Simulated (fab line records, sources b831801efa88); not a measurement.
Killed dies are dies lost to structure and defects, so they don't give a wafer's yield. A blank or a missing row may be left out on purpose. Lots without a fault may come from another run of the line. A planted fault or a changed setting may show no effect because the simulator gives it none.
Problem report in the 8D (eight disciplines) form, filled by code | flow sky130 | the parts of the form that need people (team, actions taken, sign-off) are left out

1. THE PROBLEM
CAP2M_CVD_00_THK at SKY_CAP2M_THK_MEAS_01 reads a mean of 9.65 nm on 4 wafers of 2 lots; wafers without a fault read 15.40 nm with a standard deviation of 0.24. That is -24 standard deviations from the usual mean.
First seen on wafer L369.3, day 42 17:32, on film_metro-01. The record holds 33 wafers of 11 lots with a number at this step. Rule for "out", or "out of limits": more than 4 standard deviations from the usual mean. The other wafers with a number count as sound.

2. WHAT IT IS AND WHAT IT IS NOT
question                    | is                             | is not
which readings at this step | CAP2M_CVD_00_THK               | -
which lots                  | L368, L369                     | L356, L357, L361, L362, L370, L371, L373, L377, L378
which wafers of those lots  | L368.6, L369.3, L369.5, L369.6 | L368.2, L368.4
read on which gauges        | film_metro-01, film_metro-03   | film_metro-04
when                        | from day 42 17:32              | up to then (12 sound wafers); but 17 sound wafers of L368, L370, L371, L373, L377, L378 came after

3. SUSPECTS, AND WHAT RULES EACH OUT
Counting: a tool at a process step up to the reading stays a suspect if it ran every lot that is out. Sound lots after the first of them don't rule it out here, since some wafers of a struck lot are sound.
- the gauge at SKY_CAP2M_THK_MEAS_01: ruled out. The wafers that are out were read on 2 gauges (film_metro-01, film_metro-03).
- rie_diel-03 at SKY_VIA2_ETCH_15 (etches SiO2 in C4F8/O2/Ar, stops on TiN, target depth 546 nm, time 84 s): kept. It ran every lot that is out, first L369 (day 39 06:10); its last sound lot up to then is L357 (day 38 05:04).
- pecvd-02 at SKY_CAP2M_CVD_00 (deposits SiO2, target thk 15.5 nm): kept. It ran every lot that is out, first L369 (day 42 17:29); its last sound lot up to then is L361 (day 42 08:08).
Left after counting: rie_diel-03 at SKY_VIA2_ETCH_15, pecvd-02 at SKY_CAP2M_CVD_00.

4. THE CAUSE (what the simulator had put in)
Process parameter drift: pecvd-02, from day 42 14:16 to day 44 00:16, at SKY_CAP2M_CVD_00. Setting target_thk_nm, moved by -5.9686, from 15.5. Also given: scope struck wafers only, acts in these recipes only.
Counting left 2 suspects, and this tool is among them.

5. THE CHAIN OF EFFECTS, in route order
Each row: a reading whose mean over the struck wafers that have a number lies more than 3 standard deviations from the usual. Only readings for which the record gives a usual standard deviation are gone through. hours: the time from each lot's start at the first step in this table that gives one to its start at this step, as a median over the lots. sigmas: the change in usual standard deviations.
hours | step                  | reading          | usual      | on struck wafers | change | sigmas
0     | SKY_CAP2M_THK_MEAS_01 | CAP2M_CVD_00_THK | 15.40 nm   | 9.65             | -5.75  | -24
51    | SKY_METAL4_ETCH_17    | oes_product_au   | 0.752 a.u. | 0.614            | -0.138 | -18
The process steps in it:
- SKY_METAL4_ETCH_17: etches SiO2 in C4F8/O2/Ar, stops on TiN, time 3.9 s, target depth 15 nm.

6. WHAT WOULD HAVE CAUGHT IT SOONER
In this record the first reading out of limits at a measuring or inspecting step was taken at day 42 17:32, 3 hours after the fault began at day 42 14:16.
Of the tool readings at SKY_CAP2M_CVD_00 for which the record gives a usual standard deviation, none was out on any struck wafer, so an alarm limit of 4 standard deviations on them would not have fired.
Of the lots that are out (2), L368 began SKY_CAP2M_CVD_00 on pecvd-02 after day 42 17:32. A hold on the tool at that time would have spared it.
